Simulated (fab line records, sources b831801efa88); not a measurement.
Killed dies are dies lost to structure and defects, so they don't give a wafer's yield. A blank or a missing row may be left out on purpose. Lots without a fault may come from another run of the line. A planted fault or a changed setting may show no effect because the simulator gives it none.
A struck lot beside a sound one | flow sfq_line | 31 steps out of a route of 325
Sound: wafers L914.2, L914.3, L914.5. Struck: wafer L932.5. (L932.3, L932.4 of the same lot were not struck and are left out.) The cause comes at the end.
At each step with rows: each side's tool, then ch and its chambers, then its first start. Under that, the readings that differ: sound wafers | struck wafers | difference of the means | sigmas: that difference in standard deviations of wafers without a fault.
alike: readings whose means differ by less than 2 such deviations, and words and numbers that are the same on both sides. not compared: withheld readings, readings that some wafer has no value for, bounds like >300 that may hide the same value, and numbers for which the record gives no deviation and whose values overlap.
The two part at a step that has a row with sigmas, a row that says differs or no value, or rows on one side only. Numbers that don't overlap but have no deviation are shown without sigmas and don't part them. A reading that every wafer of one side lacks parts them only if that side has two wafers or more.

SFQ_INCOMING_BOW_MEAS_900:
  sound on film_metro-02, day 2 06:01; struck on film_metro-04, day 6 00:02
  alike: INCOMING_BOW
then, 1 step without rows for these wafers: SFQ_TRILAYER_INCOMING_OXIDATION_002 (target thk 500 nm, ox time 4939 s).
SFQ_TRILAYER_L0_DEP_SPUTTER_003: material MoNx KI, target thk 40 nm, time 100 s.
  sound on pvd_sputter-04, day 2 08:29; struck on pvd_sputter-05, day 6 02:29
  reading                                                  | sound             | struck | difference | sigmas
  model.MoNx_KI_of_TRILAYER_L0_DEP_SPUTTER_003.thk_nm (nm) | 40.05 40.18 40.09 | 17.42  | -22.69     |
  alike: throttle_valve_pct
SFQ_L0_RS_MEAS_901: measures by four-point-probe.
  sound on film_metro-02, day 2 08:35; struck on film_metro-04, day 6 02:53
  reading                | sound          | struck | difference | sigmas
  L0_MONX_KI_RS (ohm/sq) | 43.4 43.3 43.3 | 100.1  | +56.8      | +99 or more
  not compared: hold
SFQ_L0_THK_MEAS_902: measures by xrf.
  sound on film_metro-02, day 2 08:41; struck on film_metro-04, day 6 06:08
  reading             | sound          | struck | difference | sigmas
  L0_MONX_KI_THK (nm) | 39.8 40.0 39.9 | 17.3   | -22.6      | -59
  not compared: hold
then, 5 steps without rows for these wafers: SFQ_TRILAYER_L0_LITHO_COAT_005 (resist thk 600 nm); SFQ_TRILAYER_L0_LITHO_SOFTBAKE_009; SFQ_TRILAYER_L0_LITHO_EXPOSE_006 (exposes mask L0, target cd 2000 nm); SFQ_TRILAYER_L0_LITHO_PEB_008 (peb time 60 s); SFQ_TRILAYER_L0_LITHO_DEVELOP_007 (time 60 s).
-- the record jumps here: 4 days lie between the struck wafers' starts before and after --
SFQ_TRILAYER_L0_BARC_OPEN_METAL_ETCH_010: etches BARC in O2, target depth 125 nm, time 41.7 s.
  sound on rie_metal-04 ch 0,1, day 5 01:32; struck on rie_metal-02 ch 1, day 9 19:32
  alike: drypump_motor_current_A, oes_product_au
  not compared: rf_hours_counter_h
SFQ_TRILAYER_L0_ETCH_METAL_ETCH_008: etches MoNx KI in SF6/O2, stops on SiO2, target depth 50 nm, time 25 s.
  sound on rie_metal-04 ch 0,1, day 5 01:35; struck on rie_metal-02 ch 1, day 9 19:35
  reading               | sound             | struck | difference | sigmas
  oes_product_au (a.u.) | 0.873 0.875 0.873 | 0.590  | -0.284     | -42
  alike: drypump_motor_current_A
  not compared: rf_hours_counter_h
SFQ_TRILAYER_L0_STRIP_STRIP_009: strips in O2.
  sound on rie_metal-04 ch 0,1, day 5 01:38; struck on rie_metal-02 ch 1, day 9 19:49
  alike: drypump_motor_current_A, oes_product_au
  not compared: rf_hours_counter_h
then, 8 steps without rows for these wafers: SFQ_TRILAYER_L0_STRIP_SOLV_CLEAN_010 (cleans in NMP, time 600 s); SFQ_TRILAYER_L0_CAP_PECVD_011 (deposits SiO2 from SiH4/N2O, time 13.333 s, target thk 60 nm); SFQ_TRILAYER_L0_VIA_LITHO_COAT_018 (resist thk 62 nm); SFQ_TRILAYER_L0_VIA_LITHO_COAT_013 (resist thk 650 nm); SFQ_TRILAYER_L0_VIA_LITHO_SOFTBAKE_017; SFQ_TRILAYER_L0_VIA_LITHO_EXPOSE_014 (exposes mask L0V, target cd 700 nm); SFQ_TRILAYER_L0_VIA_LITHO_PEB_016 (peb time 60 s); SFQ_TRILAYER_L0_VIA_LITHO_DEVELOP_015 (time 60 s).
-- the record jumps here: 5 days lie between the struck wafers' starts before and after --
SFQ_L0V_OVL_MEAS_903:
  sound on overlay-01, day 8 11:46; struck on overlay-01, day 14 15:06
  alike: L0V_OVL
SFQ_TRILAYER_L0_VIA_BARC_OPEN_VIA_ETCH_021: etches BARC in O2, target depth 125 nm, time 41.7 s.
  sound on rie_diel-02 ch 1,2,3, day 8 11:48; struck on rie_diel-02 ch 2, day 14 15:07
  alike: drypump_motor_current_A, oes_product_au
  not compared: rf_hours_counter_h
SFQ_TRILAYER_L0_VIA_ETCH_VIA_ETCH_016: etches SiO2 in CHF3, stops on MoNx KI, target depth 80 nm.
  sound on rie_diel-02 ch 1,2,3, day 8 11:50; struck on rie_diel-02 ch 2, day 14 15:10
  alike: drypump_motor_current_A, oes_product_au
SFQ_TRILAYER_L0_VIA_STRIP_STRIP_017: strips in O2.
  sound on rie_metal-03 ch 0,1, day 8 11:53; struck on rie_metal-02 ch 0, day 14 15:25
  reading                     | sound          | struck | difference | sigmas
  drypump_motor_current_A (A) | 5.59 5.27 5.28 | 6.02   | +0.64      | +3
  alike: oes_product_au
  not compared: rf_hours_counter_h
then, 3 steps without rows for these wafers: SFQ_TRILAYER_L0_VIA_STRIP_SOLV_CLEAN_018 (cleans in NMP, time 600 s); SFQ_TRILAYER_M0_DEP_PRE_CLEAN_020 (time 15 s); SFQ_TRILAYER_M0_DEP_SPUTTER_019 (material Nb, target thk 200 nm, time 133.3 s).
SFQ_M0_RS_MEAS_904: measures by four-point-probe.
  sound on film_metro-02, day 8 12:49; struck on film_metro-03, day 14 16:08
  alike: M0_NB_RS
then, 1 step without rows for these wafers: SFQ_TRILAYER_M0_LITHO_COAT_026 (resist thk 62 nm).
-- the record jumps here: 78 days lie between the struck wafers' starts before and after --
SFQ_M8_BOW_MEAS_951:
  sound on film_metro-03, day 84 08:37; struck on film_metro-03, day 92 14:34
  reading                  | sound             | struck | difference | sigmas
  model.etest.l0.ohm_sq    | 43.42 43.28 43.38 | 99.85  | +56.49     |
  model.etest.l0v.link_ohm | 44.34 44.21 44.3  | 100.8  | +56.5      |
  model.etest.l0.ohm_um    | 21.7 21.63 21.68  | 49.96  | +28.29     |
  alike: M8_BOW

WHERE THEY PART
First at SFQ_L0_RS_MEAS_901; last, within this record, at SFQ_TRILAYER_L0_VIA_STRIP_STRIP_017. Later steps at which nothing parts them and some readings are alike: SFQ_M0_RS_MEAS_904, SFQ_M8_BOW_MEAS_951.

WHY: what the simulator had put in
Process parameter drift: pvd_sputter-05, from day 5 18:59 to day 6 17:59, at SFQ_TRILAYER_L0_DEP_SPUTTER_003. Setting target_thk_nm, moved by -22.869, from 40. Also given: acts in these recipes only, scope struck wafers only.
